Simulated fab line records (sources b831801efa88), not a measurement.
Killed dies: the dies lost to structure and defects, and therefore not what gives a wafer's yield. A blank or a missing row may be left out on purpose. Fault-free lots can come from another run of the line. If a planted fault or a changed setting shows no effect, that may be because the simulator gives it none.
Chamber matching ; flow gf180mcu ; 4 sister chambers for GF_V5_CMP_26 on cmp-01
The step polishes, stops on SiO2, t overpolish 15 s, target thk 0 nm. 4 wafers are shown with their chamber, then 8 later ones without.

== EACH WAFER AND ITS CHAMBER ==
wafer;chamber;motor_current_A (A)
L580.5;2;11.4
L593.4;0;9.8
L593.5;3;9.4
L595.1;1;10.2

== WAFERS WHOSE CHAMBER IS MISSING ==
wafer;motor_current_A (A)
L595.4;11.2
L595.5;10.5
L600.1;10.1
L600.3;10.6
L600.6;11.5
L601.1;10.3
L601.2;10.0
L601.6;10.4

== WHICH CHAMBER EACH ONE RAN IN ==
wafer;from the rows above;in truth
L595.4;2;2
L595.5;can't be placed: 1 or 0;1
L600.1;can't be placed: 1 or 0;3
L600.3;can't be placed: 1 or 0 or 2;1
L600.6;2;2
L601.1;can't be placed: 1 or 0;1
L601.2;can't be placed: 0 or 1 or 3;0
L601.6;can't be placed: 1 or 0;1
Placed correctly: 2 of 8. From these rows, 6 cannot be placed; in 5 the true chamber is one of the candidates. Placed wrongly: 0.
How it was worked out, from the rows above alone: a wafer's distance from a chamber is the root of the sum, over the readings, of the square of ((its reading less the chamber's mean) divided by the reading's scatter). If the next closest chamber is less than 2 further off than the closest, the wafer can't be placed; otherwise it belongs to the closest. The mean given for a chamber averages the wafers shown for that chamber. The scatter (one wafer shown for each chamber): square how far every hidden wafer sits from the nearest shown wafer, average those squares and take the square root.
